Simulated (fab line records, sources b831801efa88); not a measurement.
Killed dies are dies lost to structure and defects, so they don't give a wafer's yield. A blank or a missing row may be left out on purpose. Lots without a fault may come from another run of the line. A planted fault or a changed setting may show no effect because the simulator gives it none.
fab line records | flow sfq_line
record lots=7 wafers=19 last_day=95
route steps=325 shown I0@57 M1@58
lots that met no fault: from a run of the same line without faults
start_h: hours from the record's first day to the start of the lot's first wafer shown | wait_h: hours since the lot's step before | " the same as in the row above | L1.1+2: a row that stands for several wafers | - no value, or no start given | * or withheld: withheld | < > ~ a bound
route shown NAME@n: a module of which the file shows steps, and the number in the route of the first | usual: mean/standard deviation of fault-free wafers | same: alike in all rows | chamber/n: place in a boat | sites: the reading at each site | _std_site: their standard deviation | _edge_site: outer sites' mean less inner sites' | radius_mm: how far each site lies from the wafer's centre | mask NAME#n: copy n | behind: the tool/chamber that last shaped the wafer | hold: why the lot was held/for how many hours/how that ended | device: the transistor (n, p or np) that didn't switch | end of line: the same wafers' tests at the end of the route | a step without rows: its recipe alone | killed: dies lost to structure and defects at the first sort, not the wafer's yield | map: a wafer's dies, x killed, . not, _ none there
set.NAME: the setting as run; set.NAME@STEP: as run at that earlier step | model.NAME: the simulator's own value behind a step, which no gauge read
lots at some steps of the route; a table a step, a row a wafer
services: from which hour (start_h, from the record's first day; less than 0 if before it) a tool's chamber was out of use, for how many hours, and why
## steps
# step SFQ_TRILAYER_I0_VIA_STRIP_SOLV_CLEAN_036
# recipe chemistry=NMP temp_c=70 time_s=600
# step SFQ_TRILAYER_M1_DEP_PRE_CLEAN_038
# recipe gas=Ar time_s=22.5 bias_v=250
# step SFQ_TRILAYER_M1_DEP_SPUTTER_037
# recipe material=Nb base_pressure_pa=1.33e-06 chamber_pressure_pa=0.1333 substrate_temp_c=20 resputter_cathode_voltage_v=400 target_thk_nm=200 power_w=2000 time_s=133.3
# usual resputter_cathode_voltage_v=400/4.1 throttle_valve_pct=30.3/1
# columns lot.wafer tool chamber start_h wait_h resputter_cathode_voltage_v throttle_valve_pct
L234.4 pvd_sputter-04 - 525.56 0.0 401 29.9
L234.5 " - " " 400 29.2
L234.6 " - " " 396 29.8
L235.4 pvd_sputter-05 - 539.50 0.0 402 30.6
L235.5 " - " " 401 31.2
L235.6 " - " " 400 27.8
L240.3 pvd_sputter-03 - 580.90 0.0 401 29.7
L240.4 " - " " 400 31.0
L241.2 pvd_sputter-05 - 588.10 0.0 401 27.7
L241.3 " - " " 408 31.6
L241.6 " - " " 396 31.2
L242.3 pvd_sputter-03 - 591.70 0.0 403 31.0
L242.5 " - " " 400 31.3
L244.1 pvd_sputter-03 - 622.30 0.0 402 29.9
L244.2 " - " " 403 29.9
L244.4 " - " " 402 30.9
L247.1 pvd_sputter-05 - 651.83 0.0 395 31.3
L247.3 " - " " 400 27.9
L247.6 " - " " 406 31.4
# step SFQ_M1_RS_MEAS_909
# recipe thk_meas_gauge=four-point-probe reads=Nb_of_TRILAYER_M1_DEP_SPUTTER_037
# usual M1_NB_RS=0.893/0.01
# columns lot.wafer tool chamber start_h wait_h M1_NB_RS[ohm/sq]
L234.4 film_metro-03 - 525.71 0.1 0.892
L234.5 " - " " 0.909
L234.6 " - " " 0.895
L235.4 film_metro-02 - 539.65 0.1 0.885
L235.5 " - " " 0.882
L235.6 " - " " 0.876
L240.3 film_metro-03 - 581.03 0.1 0.891
L240.4 " - " " 0.882
L241.2 film_metro-04 - 588.21 0.1 0.877
L241.3 " - " " 0.891
L241.6 " - " " 0.886
L242.3 film_metro-04 - 591.83 0.1 0.911
L242.5 " - " " 0.916
L244.1 film_metro-04 - 622.39 0.0 0.886
L244.2 " - " " 0.894
L244.4 " - " " 0.881
L247.1 film_metro-04 - 651.92 0.0 0.901
L247.3 " - " " 0.903
L247.6 " - " " 0.909
# step SFQ_TRILAYER_M1_LITHO_COAT_044
# recipe resist=BARC spin_rpm=3000 resist_thk_nm=62
# step SFQ_TRILAYER_M1_LITHO_COAT_039
# recipe resist=KrF spin_rpm=3000 resist_thk_nm=600
# step SFQ_TRILAYER_M1_LITHO_SOFTBAKE_043
# recipe temp_c=withheld time_s=withheld resist=KrF
# step SFQ_TRILAYER_M1_LITHO_EXPOSE_040
# recipe mask_id=M1 na=0.6 source_shape=conventional sigma_outer=0.65 target_cd_nm=500 dose_mj=14.4
# step SFQ_TRILAYER_M1_LITHO_PEB_042
# recipe peb_temp_c=115 peb_time_s=60 resist=KrF
# step SFQ_TRILAYER_M1_LITHO_DEVELOP_041
# recipe time_s=60 resist=KrF
# step SFQ_M1_OVL_MEAS_911
# usual M1_OVL=2/6.7
# columns lot.wafer tool chamber start_h wait_h M1_OVL[nm]
L234.4 overlay-01 - 685.65 0.1 2
L234.5 " - " " 10
L234.6 " - " " 13
L235.4 overlay-01 - 697.65 0.1 2
L235.5 " - " " -4
L235.6 " - " " 2
L240.3 overlay-01 - 740.08 0.1 -4
L240.4 " - " " -5
L241.2 overlay-01 - 751.23 0.1 8
L241.3 " - " " 9
L241.6 " - " " 8
L242.3 overlay-01 - 753.64 0.1 2
L242.5 " - " " -4
L244.1 overlay-02 - 781.45 0.1 -4
L244.2 " - " " -2
L244.4 " - " " -3
L247.1 overlay-02 - 805.45 0.1 1
L247.3 " - " " 2
L247.6 " - " " 6
# step SFQ_TRILAYER_M1_BARC_OPEN_METAL_ETCH_054
# recipe mask_material=PR chemistry=O2 target_depth_nm=125 target=BARC icp_w=600 bias_w=80 pressure_mtorr=10 time_s=41.7
# usual drypump_motor_current_A=5.6/0.36 oes_product_au=0.685/0.0042 run_length_s=70.2/0.41
# columns lot.wafer tool chamber start_h wait_h drypump_motor_current_A oes_product_au rf_hours_counter_h run_length_s model.KrF_of_TRILAYER_M1_LITHO_COAT_039.thk_nm
L234.4 rie_metal-03 0 685.73 0.1 5.5 0.683 - 69.8 519.2
L234.5 " 0 " " 5.5 0.689 - 70.2 521.2
L234.6 " 0 " " 5.5 0.685 - 70.0 521.5
L235.4 rie_metal-01 0 697.69 0.0 5.4 0.678 - 70.5 526.9
L235.5 " 0 " " 5.4 0.686 - 70.3 525.8
L235.6 " 1 " " 5.4 0.690 - 70.6 524.9
L240.3 rie_metal-01 1 740.12 0.0 5.4 0.842 - 60.8 535.2
L240.4 " 0 " " 5.4 0.690 - 70.2 522.5
L241.2 rie_metal-01 1 751.26 0.0 5.4 0.691 25 70.6 522.4
L241.3 " 0 " " 5.4 0.852 - 60.9 536.4
L241.6 " 0 " " 5.4 0.858 - 60.4 536.1
L242.3 rie_metal-01 1 753.68 0.0 5.4 0.848 - 60.7 534.7
L242.5 " 1 " " 5.4 0.686 - 70.8 522.2
L244.1 rie_metal-03 0 781.49 0.0 5.5 0.685 79 69.6 521
L244.2 " 1 " " 5.8 0.679 50 69.9 519.1
L244.4 " 1 " " 5.8 0.683 - 70.3 522.6
L247.1 rie_metal-03 0 805.49 0.0 5.5 0.686 82 70.3 521.8
L247.3 " 0 " " 5.5 0.686 - 69.7 523.2
L247.6 " 1 " " 5.8 0.685 - 70.2 523
# step SFQ_TRILAYER_M1_ETCH_METAL_ETCH_042
# recipe target=Nb stop_on=SiO2 mask_material=PR chemistry=Cl2/Ar target_depth_nm=240 icp_w=600 bias_w=80 pressure_mtorr=10 time_s=120
# usual drypump_motor_current_A=5.6/0.36 oes_product_au=0.892/0.0073 run_length_s=148.5/0.4
# columns lot.wafer tool chamber start_h wait_h drypump_motor_current_A oes_product_au rf_hours_counter_h run_length_s model.KrF_of_TRILAYER_M1_LITHO_COAT_039.thk_nm
L234.4 rie_metal-03 0 685.92 0.2 5.5 0.899 - 148.2 378.3
L234.5 " 0 " " 5.5 0.879 - 148.3 380.8
L234.6 " 0 " " 5.5 0.894 - 148.4 381.2
L235.4 rie_metal-01 0 697.77 0.1 5.4 0.894 - 148.8 384.9
L235.5 " 0 " " 5.4 0.901 - 149.4 383.5
L235.6 " 1 " " 5.4 0.891 - 149.1 380
L240.3 rie_metal-01 1 740.20 0.1 5.4 0.890 - 149.2 389.7
L240.4 " 0 " " 5.4 0.895 - 148.7 379.9
L241.2 rie_metal-01 1 751.32 0.0 5.4 0.901 25 149.0 379.6
L241.3 " 0 " " 5.4 0.900 - 148.6 394.4
L241.6 " 0 " " 5.4 0.899 - 148.7 394.7
L242.3 rie_metal-01 1 753.76 0.1 5.4 0.883 - 149.0 390.2
L242.5 " 1 " " 5.3 0.878 - 149.0 377.9
L244.1 rie_metal-03 0 781.55 0.0 5.5 0.899 79 148.4 380.3
L244.2 " 1 " " 5.8 0.891 50 148.4 374
L244.4 " 1 " " 5.8 0.902 - 148.3 377.7
L247.1 rie_metal-03 0 805.55 0.0 5.5 0.881 82 148.5 381.3
L247.3 " 0 " " 5.5 0.895 - 148.0 381
L247.6 " 1 " " 5.8 0.884 - 148.6 378.9
# step SFQ_TRILAYER_M1_STRIP_STRIP_043
# recipe gas=O2 power_w=200 platen_temp_c=40 overash_fraction=0.65 chemistry=O2 pressure_mtorr=50
# usual drypump_motor_current_A=5.6/0.36 oes_product_au=1.003/0.01
# columns lot.wafer tool chamber start_h wait_h drypump_motor_current_A oes_product_au rf_hours_counter_h
L234.4 rie_metal-03 0 686.64 0.7 5.5 0.997 -
L234.5 " 0 " " 5.5 0.993 -
L234.6 " 0 " " 5.5 0.993 -
L235.4 rie_metal-01 0 698.06 0.2 5.4 1.021 -
L235.5 " 0 " " 5.4 1.000 -
L235.6 " 1 " " 5.4 1.016 -
L240.3 rie_metal-01 1 740.49 0.2 5.4 1.007 -
L240.4 " 0 " " 5.3 1.005 -
L241.2 rie_metal-01 1 751.45 0.1 5.4 1.023 25
L241.3 " 0 " " 5.4 0.995 -
L241.6 " 0 " " 5.4 1.003 -
L242.3 rie_metal-01 1 754.05 0.2 5.3 1.007 -
L242.5 " 1 " " 5.4 1.016 -
L244.1 rie_metal-03 0 781.67 0.1 5.5 1.011 79
L244.2 " 1 " " 5.8 1.012 50
L244.4 " 1 " " 5.8 1.023 -
L247.1 rie_metal-03 0 805.67 0.1 5.5 1.001 82
L247.3 " 0 " " 5.5 1.000 -
L247.6 " 1 " " 5.8 1.015 -
## services
# columns tool chamber start_h hours kind
pvd_sputter-04 - 512.64 4.8 repair
pvd_sputter-03 - 523.77 3.4 repair
rie_metal-01 1 545.11 - clean
rie_metal-01 1 545.11 28.2 scheduled_down
rie_metal-01 1 545.11 28.2 vent_cycle
rie_metal-03 - 578.56 1.0 repair
pvd_sputter-04 - 578.94 2.7 repair
pvd_sputter-04 - 580.82 0.8 repair
rie_metal-03 0 599.35 48.2 repair
pvd_sputter-04 2 602.54 - consumable_replace:kit
pvd_sputter-04 2 602.54 18.0 scheduled_down
pvd_sputter-05 - 603.18 3.4 repair
pvd_sputter-03 - 617.97 2.3 repair
rie_metal-03 1 627.63 16.1 repair
rie_metal-03 - 646.13 28.1 pm
pvd_sputter-05 - 663.15 3.0 repair
pvd_sputter-04 - 667.52 2.7 repair
rie_metal-03 - 674.23 2.8 pm
rie_metal-03 1 685.24 2.5 repair
pvd_sputter-05 0 686.13 - consumable_replace:kit
pvd_sputter-05 0 686.13 18.0 scheduled_down
pvd_sputter-05 0 686.13 18.0 vent_cycle
pvd_sputter-03 - 722.58 3.1 repair
rie_metal-03 - 751.85 15.6 pm
## key
first_sign step=SFQ_TRILAYER_M1_BARC_OPEN_METAL_ETCH_054 reading=oes_product_au direction=up sigmas=39 usual=0.685 struck=0.850
effect step=SFQ_TRILAYER_M1_BARC_OPEN_METAL_ETCH_054 reading=run_length_s direction=down sigmas=23 usual=* struck=*
model_effect step=SFQ_TRILAYER_M1_BARC_OPEN_METAL_ETCH_054 value=KrF_of_TRILAYER_M1_LITHO_COAT_039.thk_nm without=523.2 struck=535.6
model_effect step=SFQ_TRILAYER_M1_ETCH_METAL_ETCH_042 value=KrF_of_TRILAYER_M1_LITHO_COAT_039.thk_nm without=379.8 struck=392.3
met_at SFQ_TRILAYER_M1_BARC_OPEN_METAL_ETCH_054
struck_wafers L240.3,L241.3,L241.6,L242.3
onset_between 697.69 740.12
fault kind=process_parameter_drift tool=rie_metal-01 chamber=- onset_h=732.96 steps=SFQ_TRILAYER_M1_BARC_OPEN_METAL_ETCH_054 channel=time_s offset=* shape=step end_h=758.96 scope=struck_wafers_only acts_in=* stated=*
